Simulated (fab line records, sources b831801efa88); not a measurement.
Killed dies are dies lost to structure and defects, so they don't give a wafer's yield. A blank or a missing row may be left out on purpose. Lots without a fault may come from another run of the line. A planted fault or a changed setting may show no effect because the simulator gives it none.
Chamber matching | flow gf180mcu | GF_V1_ETCH_16 on rie_diel-02: 4 sister chambers
The step etches BARC in N2/H2. 7 wafers are shown with their chamber, then 7 later ones without.

WAFERS WITH THEIR CHAMBER
wafer  | chamber | throttle_valve_pct (%) | oes_product_au (a.u.)
L702.5 | 3       | 13.232                 | 0.859
L711.1 | 2       | 13.220                 | 0.856
L711.3 | 0       | 13.242                 | 0.853
L713.2 | 2       | 13.232                 | 0.851
L713.5 | 1       | 13.229                 | 0.857
L719.2 | 1       | 13.230                 | 0.857
L719.3 | 0       | 13.245                 | 0.856

WAFERS WITHOUT THEIR CHAMBER
wafer  | throttle_valve_pct (%) | oes_product_au (a.u.)
L719.5 | 13.234                 | 0.857
L722.2 | 13.225                 | 0.853
L722.4 | 13.231                 | 0.857
L722.6 | 13.211                 | 0.855
L723.2 | 13.223                 | 0.855
L723.3 | 13.220                 | 0.857
L723.5 | 13.224                 | 0.854

WHICH CHAMBER EACH WENT THROUGH
wafer  | from the rows above               | in truth
L719.5 | can't be placed: 1 or 3 or 0 or 2 | 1
L722.2 | can't be placed: 2 or 1           | 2
L722.4 | can't be placed: 1 or 3 or 2      | 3
L722.6 | can't be placed: 2 or 1 or 3      | 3
L723.2 | can't be placed: 2 or 1 or 3      | 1
L723.3 | can't be placed: 1 or 2 or 3      | 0
L723.5 | can't be placed: 2 or 1           | 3
Placed correctly: 0 of 7. Can't be placed from these rows: 7 (the true chamber is among the candidates in 5). Placed wrongly: 0.
How it was worked out, from the rows above alone: a wafer's distance from a chamber is the root of the sum, over the readings, of the square of ((its reading less the chamber's mean) divided by the reading's scatter). The wafer belongs to the nearest chamber; if the next one is less than 2 further off, it can't be placed. A chamber's mean is the mean of its shown wafers. The scatter: the root of (the sum of the squares of (reading less its chamber's mean) over the shown wafers, divided by (wafers less chambers)).
